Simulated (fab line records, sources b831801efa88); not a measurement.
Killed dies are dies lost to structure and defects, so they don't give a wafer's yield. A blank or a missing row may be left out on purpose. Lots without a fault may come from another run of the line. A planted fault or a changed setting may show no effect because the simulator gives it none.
Which tool did it? | flow sfq_line | 15 lots, 45 wafers sampled, at 6 steps of a route of 325

WHAT THE GAUGES READ, wafer by wafer
The record holds no reading of a measuring or inspecting step that can be judged against a usual standard deviation.

WHICH TOOL RAN EACH LOT (tool, then ch and the chambers of the sampled wafers, then the start)
lot  | SFQ_TRILAYER_R5_BARC_OPEN_METAL_ETCH_177 | SFQ_TRILAYER_I6_DEP_PECVD_165   | SFQ_TRILAYER_I6_CMP_CMP_166   | SFQ_TRILAYER_I6_METRO_MEASURE_167 | SFQ_TRILAYER_I6_VIA_ETCH_VIA_ETCH_172 | SFQ_TRILAYER_M7_DEP_SPUTTER_175
L738 | rie_metal-03 ch 0,1, day 69 03:40        | pecvd-03 ch 0,1, day 72 12:59   | cmp-02 ch 0,1, day 72 13:33   | film_metro-03, day 72 16:46       | rie_diel-03 ch 0,1,3, day 77 07:26    | pvd_sputter-05, day 77 08:22
L739 | rie_metal-03 ch 0,1, day 69 06:03        | pecvd-04 ch 0,1, day 73 19:22   | cmp-02 ch 0,2,3, day 73 20:27 | film_metro-03, day 73 22:34       | rie_diel-03 ch 1,2,3, day 78 15:32    | pvd_sputter-06, day 78 16:38
L740 | rie_metal-01 ch 0,1, day 69 15:40        | pecvd-04 ch 0,1,2, day 74 08:09 | cmp-02 ch 0,1, day 74 08:41   | film_metro-01, day 74 11:55       | rie_diel-02 ch 0,2,3, day 78 22:47    | pvd_sputter-06, day 78 23:40
L742 | rie_metal-04 ch 0,1, day 70 23:54        | pecvd-04 ch 0,1,2, day 75 13:07 | cmp-02 ch 1,2,3, day 75 14:46 | film_metro-01, day 75 17:17       | rie_diel-02 ch 1,2,3, day 80 05:20    | pvd_sputter-04, day 80 06:15
L743 | rie_metal-03 ch 0,1, day 71 04:41        | pecvd-02 ch 0,1,2, day 75 21:20 | cmp-02 ch 0,1,3, day 75 21:24 | film_metro-02, day 76 00:31       | rie_diel-01 ch 1,2,3, day 80 08:56    | pvd_sputter-05, day 80 09:51
L749 | rie_metal-04 ch 0,1, day 72 16:55        | pecvd-02 ch 0,2, day 77 18:52   | cmp-01 ch 0,1, day 77 22:11   | film_metro-03, day 78 01:42       | rie_diel-02 ch 0,3, day 81 19:44      | pvd_sputter-05, day 81 20:39
L751 | rie_metal-03 ch 0,1, day 72 19:18        | pecvd-03 ch 0,1, day 77 22:28   | cmp-01 ch 0,1,3, day 78 01:11 | film_metro-03, day 78 04:30       | rie_diel-02 ch 0,2,3, day 81 23:20    | pvd_sputter-04, day 82 00:15
L752 | rie_metal-04 ch 0,1, day 72 20:30        | pecvd-02 ch 0,1,2, day 78 00:52 | cmp-02 ch 1,2,3, day 78 03:13 | film_metro-01, day 78 05:20       | rie_diel-03 ch 0,1, day 82 00:32      | pvd_sputter-05, day 82 01:27
L754 | rie_metal-04 ch 0,1, day 73 13:19        | pecvd-02 ch 0,2, day 79 20:10   | cmp-02 ch 0,1,3, day 79 20:14 | film_metro-01, day 79 23:46       | rie_diel-03 ch 1,2,3, day 83 16:08    | pvd_sputter-05, day 83 17:04
L755 | rie_metal-01 ch 0,1, day 74 18:06        | pecvd-03 ch 0,1,2, day 80 00:58 | cmp-01 ch 0,1,3, day 80 01:02 | film_metro-01, day 80 04:22       | rie_diel-03 ch 0,3, day 83 20:56      | pvd_sputter-06, day 83 21:51
L756 | rie_metal-04 ch 0,1, day 74 19:19        | pecvd-02 ch 0,1,2, day 80 02:12 | cmp-02 ch 1,2, day 80 02:50   | film_metro-03, day 80 06:34       | rie_diel-02 ch 0,1,2, day 83 22:08    | pvd_sputter-04, day 83 23:40
L758 | rie_metal-03 ch 1, day 75 01:18          | pecvd-03 ch 1,2, day 80 05:46   | cmp-02 ch 1,2,3, day 80 06:50 | film_metro-01, day 80 08:58       | rie_diel-03 ch 2,3, day 84 00:32      | pvd_sputter-04, day 84 01:27
L759 | rie_metal-04 ch 0,1, day 75 02:30        | pecvd-02 ch 0,1,2, day 80 06:58 | cmp-02 ch 0,1,2, day 80 10:20 | film_metro-03, day 80 11:58       | rie_diel-02 ch 0,1,3, day 84 02:56    | pvd_sputter-05, day 84 03:51
L760 | rie_metal-04 ch 0,1, day 75 04:54        | pecvd-04 ch 0,2, day 80 08:10   | cmp-02 ch 0,1, day 80 11:50   | film_metro-01, day 80 15:10       | rie_diel-01 ch 1,2, day 84 05:20      | pvd_sputter-04, day 84 06:15
L761 | rie_metal-01 ch 0,1, day 75 06:06        | pecvd-03 ch 1,2, day 80 09:22   | cmp-01 ch 0,2, day 80 13:16   | film_metro-03, day 80 16:35       | rie_diel-03 ch 0,2, day 84 06:32      | pvd_sputter-06, day 84 08:04
- SFQ_TRILAYER_R5_BARC_OPEN_METAL_ETCH_177: etches BARC in O2, target depth 125 nm, time 41.7 s.
- SFQ_TRILAYER_I6_DEP_PECVD_165: deposits SiO2 from SiH4/N2O, time 111.11 s, target thk 500 nm.
- SFQ_TRILAYER_I6_CMP_CMP_166: polishes SiO2.
- SFQ_TRILAYER_I6_METRO_MEASURE_167
- SFQ_TRILAYER_I6_VIA_ETCH_VIA_ETCH_172: etches SiO2 in CHF3, stops on Nb, target depth 260 nm.
- SFQ_TRILAYER_M7_DEP_SPUTTER_175: material Nb, target thk 200 nm, time 133.3 s.

WHAT THE TOOLS THEMSELVES READ (means of the sampled wafers that have a number; where no wafer has one, the mark that the record gives instead)
SFQ_TRILAYER_R5_BARC_OPEN_METAL_ETCH_177. Usual: drypump_motor_current_A 6.1 A, standard deviation 0.49; oes_product_au 0.685 a.u., standard deviation 0.0043.
lot  | tool         | drypump_motor_current_A (A) | oes_product_au (a.u.) | flag
L738 | rie_metal-03 | 6.1                         | 0.690                 |
L739 | rie_metal-03 | 6.2                         | 0.685                 |
L740 | rie_metal-01 | 5.5                         | 0.682                 |
L742 | rie_metal-04 | 6.5                         | 0.683                 |
L743 | rie_metal-03 | 6.3                         | 0.680                 |
L749 | rie_metal-04 | 6.5                         | 0.681                 |
L751 | rie_metal-03 | 6.2                         | 0.686                 |
L752 | rie_metal-04 | 6.5                         | 0.686                 |
L754 | rie_metal-04 | 6.5                         | 0.684                 |
L755 | rie_metal-01 | 5.5                         | 0.684                 |
L756 | rie_metal-04 | 6.5                         | 0.688                 |
L758 | rie_metal-03 | 6.1                         | 0.686                 |
L759 | rie_metal-04 | 6.6                         | 0.683                 |
L760 | rie_metal-04 | 6.6                         | 0.684                 |
L761 | rie_metal-01 | 5.5                         | 0.684                 |

SFQ_TRILAYER_I6_DEP_PECVD_165. Usual: heater_power_w 90 W, standard deviation 12; throttle_valve_pct 24.9 %, standard deviation 1.2.
lot  | tool     | heater_power_w (W) | throttle_valve_pct (%) | flag
L738 | pecvd-03 | 96                 | 26.4                   |
L739 | pecvd-04 | 82                 | 24.0                   |
L740 | pecvd-04 | 89                 | 23.8                   |
L742 | pecvd-04 | 90                 | 23.8                   |
L743 | pecvd-02 | 95                 | 24.7                   |
L749 | pecvd-02 | 99                 | 24.1                   |
L751 | pecvd-03 | 97                 | 25.8                   |
L752 | pecvd-02 | 98                 | 24.8                   |
L754 | pecvd-02 | 107                | 24.2                   |
L755 | pecvd-03 | 82                 | 25.9                   |
L756 | pecvd-02 | 97                 | 24.8                   |
L758 | pecvd-03 | 83                 | 24.9                   |
L759 | pecvd-02 | 92                 | 24.8                   |
L760 | pecvd-04 | 84                 | 23.7                   |
L761 | pecvd-03 | 81                 | 24.9                   |

SFQ_TRILAYER_I6_CMP_CMP_166. Usual: motor_current_A 9.8 A, standard deviation 0.82; time_to_endpoint_s 211 s, standard deviation 5.9.
lot  | tool   | motor_current_A (A) | time_to_endpoint_s (s) | flag
L738 | cmp-02 | 10.5                | 209                    |
L739 | cmp-02 | 10.1                | 217                    |
L740 | cmp-02 | 10.4                | 261                    | OFF
L742 | cmp-02 | 10.4                | 252                    | OFF
L743 | cmp-02 | 10.3                | 230                    | OFF
L749 | cmp-01 | 8.3                 | 207                    |
L751 | cmp-01 | 9.2                 | 211                    |
L752 | cmp-02 | 10.6                | 221                    |
L754 | cmp-02 | 10.4                | 211                    |
L755 | cmp-01 | 9.2                 | 208                    |
L756 | cmp-02 | 10.1                | 210                    |
L758 | cmp-02 | 10.4                | 213                    |
L759 | cmp-02 | 9.9                 | 208                    |
L760 | cmp-02 | 9.9                 | 214                    |
L761 | cmp-01 | 9.2                 | 221                    |

SFQ_TRILAYER_I6_METRO_MEASURE_167. Usual: thk_nm 199.5 nm, standard deviation 1.
lot  | tool          | thk_nm (nm) | flag
L738 | film_metro-03 | 198.3       |
L739 | film_metro-03 | 199.9       |
L740 | film_metro-01 | 271.1       | OFF
L742 | film_metro-01 | 267.8       | OFF
L743 | film_metro-02 | 235.6       | OFF
L749 | film_metro-03 | 198.7       |
L751 | film_metro-03 | 198.4       |
L752 | film_metro-01 | 199.4       |
L754 | film_metro-01 | 198.1       |
L755 | film_metro-01 | 200.0       |
L756 | film_metro-03 | 199.0       |
L758 | film_metro-01 | 200.1       |
L759 | film_metro-03 | 198.2       |
L760 | film_metro-01 | 200.3       |
L761 | film_metro-03 | 201.5       |

SFQ_TRILAYER_I6_VIA_ETCH_VIA_ETCH_172. Usual: drypump_motor_current_A 5.7 A, standard deviation 0.4; oes_product_au 0.853 a.u., standard deviation 0.0057.
lot  | tool        | drypump_motor_current_A (A) | oes_product_au (a.u.) | flag
L738 | rie_diel-03 | 5.6                         | 0.849                 |
L739 | rie_diel-03 | 5.3                         | 0.847                 |
L740 | rie_diel-02 | 6.0                         | 0.947                 | OFF
L742 | rie_diel-02 | 5.8                         | 0.944                 | OFF
L743 | rie_diel-01 | 5.4                         | 0.904                 | OFF
L749 | rie_diel-02 | 6.1                         | 0.856                 |
L751 | rie_diel-02 | 6.0                         | 0.851                 |
L752 | rie_diel-03 | 5.6                         | 0.854                 |
L754 | rie_diel-03 | 5.3                         | 0.845                 |
L755 | rie_diel-03 | 5.7                         | 0.854                 |
L756 | rie_diel-02 | 5.7                         | 0.855                 |
L758 | rie_diel-03 | 5.4                         | 0.854                 |
L759 | rie_diel-02 | 5.7                         | 0.852                 |
L760 | rie_diel-01 | 5.5                         | 0.855                 |
L761 | rie_diel-03 | 5.3                         | 0.858                 |

SFQ_TRILAYER_M7_DEP_SPUTTER_175. Usual: chamber_pressure_pa 0.13329 Pa, standard deviation 0.00027; throttle_valve_pct 30.1 %, standard deviation 0.83.
lot  | tool           | chamber_pressure_pa (Pa) | throttle_valve_pct (%) | flag
L738 | pvd_sputter-05 | 0.13328                  | 29.3                   |
L739 | pvd_sputter-06 | 0.13297                  | 30.2                   |
L740 | pvd_sputter-06 | 0.13332                  | 30.0                   |
L742 | pvd_sputter-04 | 0.13333                  | 30.3                   |
L743 | pvd_sputter-05 | 0.13343                  | 29.7                   |
L749 | pvd_sputter-05 | 0.13309                  | 29.3                   |
L751 | pvd_sputter-04 | 0.13343                  | 30.7                   |
L752 | pvd_sputter-05 | 0.13343                  | 29.5                   |
L754 | pvd_sputter-05 | 0.13345                  | 29.9                   |
L755 | pvd_sputter-06 | 0.13298                  | 30.3                   |
L756 | pvd_sputter-04 | 0.13359                  | 30.8                   |
L758 | pvd_sputter-04 | 0.13325                  | 30.8                   |
L759 | pvd_sputter-05 | 0.13356                  | 29.3                   |
L760 | pvd_sputter-04 | 0.13361                  | 31.9                   |
L761 | pvd_sputter-06 | 0.13343                  | 29.7                   |

THE ANSWER, worked out from the rows above alone
Rule: a lot is off if the mean of its wafers that have a number lies more than 3 standard deviations from the usual mean. A lot without any number at a reading at which 4 lots or more have one is off too. The other lots that the step has rows for count as sound. The gauges are gone through in route order, then the tools' own readings, and for those a lot's mean is taken as printed above. The first step at which some lot is off is used, and at that step the reading that is off furthest; a lot without a number counts as furthest.
Off: L740, L742, L743, at SFQ_TRILAYER_I6_CMP_CMP_166 (time_to_endpoint_s).
A tool fits if, at that step or a process step before it, it ran every lot that is off, and no sound lot after the first of them. None of those tried fits.

WHAT THE SIMULATOR HAD PUT IN
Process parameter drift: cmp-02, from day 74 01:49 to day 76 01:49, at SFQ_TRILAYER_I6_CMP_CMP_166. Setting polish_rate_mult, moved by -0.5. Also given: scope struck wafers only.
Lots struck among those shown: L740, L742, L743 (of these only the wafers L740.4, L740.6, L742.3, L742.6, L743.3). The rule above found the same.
